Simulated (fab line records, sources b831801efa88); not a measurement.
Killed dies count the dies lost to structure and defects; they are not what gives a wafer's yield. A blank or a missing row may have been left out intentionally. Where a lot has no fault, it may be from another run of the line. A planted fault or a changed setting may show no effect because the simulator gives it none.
A struck lot beside a sound one | flow sky130 | 15 steps out of a route of 708
Sound: wafers L810.3, L810.4, L810.6. Wafers L832.3, L832.4, L832.5 were the ones struck. The cause is named last.
Per side, at each step with rows, come the tool, then ch with its chambers, and then its first start. Under that, the readings that differ: sound wafers | struck wafers | difference of the means | sigmas: that difference in standard deviations of wafers without a fault.
alike: readings with means less than 2 such deviations apart, plus words and numbers identical on both sides. not compared: withheld readings, readings lacking a value on some wafer, bounds such as >300 that could conceal the same value, and numbers that have no deviation in the record and whose values overlap.
A row with sigmas, a row that says differs or no value, or rows on one side alone: a step with any of these is where the two part. Non-overlapping numbers with no deviation appear without sigmas and do not part them. A reading that every wafer of one side lacks parts them only if that side has two wafers or more.

SKY_LDD_HVP_TW_MEAS_10:
  sound on film metro-03 at day 21 07:13; struck on film metro-01 at day 30 07:43
  reading    | sound       | struck      | difference | sigmas
  LDD_HVP_TW | 454 455 454 | 464 465 461 | +9         | +2
then, 7 steps without rows for these wafers: SKY_LDD_LDN_DEHYDRATE_00 (time 60 s); SKY_LDD_LDN_HMDS_01 (prime time 60 s); SKY_LDD_LDN_COAT_02 (resist thk 1140 nm); SKY_LDD_LDN_SOFTBAKE_03 (time 60 s); SKY_LDD_LDN_EXPOSE_04 (exposes mask LDNTM, target cd 700 nm); SKY_LDD_LDN_PEB_05; SKY_LDD_LDN_DEVELOP_06 (develop time 60 s).
SKY_LDD_LDN_OVL_MEAS_07:
  sound on overlay-01 at day 22 13:04; struck on overlay-02 at day 31 11:01
  reading          | sound          | struck      | difference | sigmas
  LDD_LDN_OVL (nm) | -2.3 -1.7 -2.6 | 1.6 2.1 1.0 | +3.8       | +3
then, 3 steps without rows for these wafers: SKY_LDD_LDN_IMPLANT_08; SKY_LDD_LDN_IMPLANT_09; SKY_LDD_LDN_IMPLANT_10.
SKY_LDD_LDN_IMPLANT_11:
  sound on implanter-02 ch 0, day 22 13:35; struck on implanter-03 ch 0, day 31 11:32
  reading                   | sound                | struck               | difference | sigmas
  beam energy keV           | 15.004 14.994 15.001 | 14.331 14.336 14.336 | -0.665     | -99 or more
  model.implant.drp nm (nm) | 5.933 5.933 5.933    | 5.748 5.748 5.748    | -0.185     |
SKY_LDD_LDN_STRIP_12: strips in O2/N2.
  sound on plasma asher-01 ch 0,1, day 22 13:43; struck on plasma asher-01 ch 0,1, day 31 11:40
  alike: drypump motor current A, oes product au, strip time to endpoint s
  not compared: rf hours counter h
SKY_PAD_OPEN_PROBE_99:
  sound wafers here have rows in the record (prober-01, day 45 15:58); struck ones have none

== WHERE THEY PART ==
Last at SKY_PAD_OPEN_PROBE_99 as far as this record goes, first at SKY_LDD_HVP_TW_MEAS_10.

WHY: what the simulator had put in
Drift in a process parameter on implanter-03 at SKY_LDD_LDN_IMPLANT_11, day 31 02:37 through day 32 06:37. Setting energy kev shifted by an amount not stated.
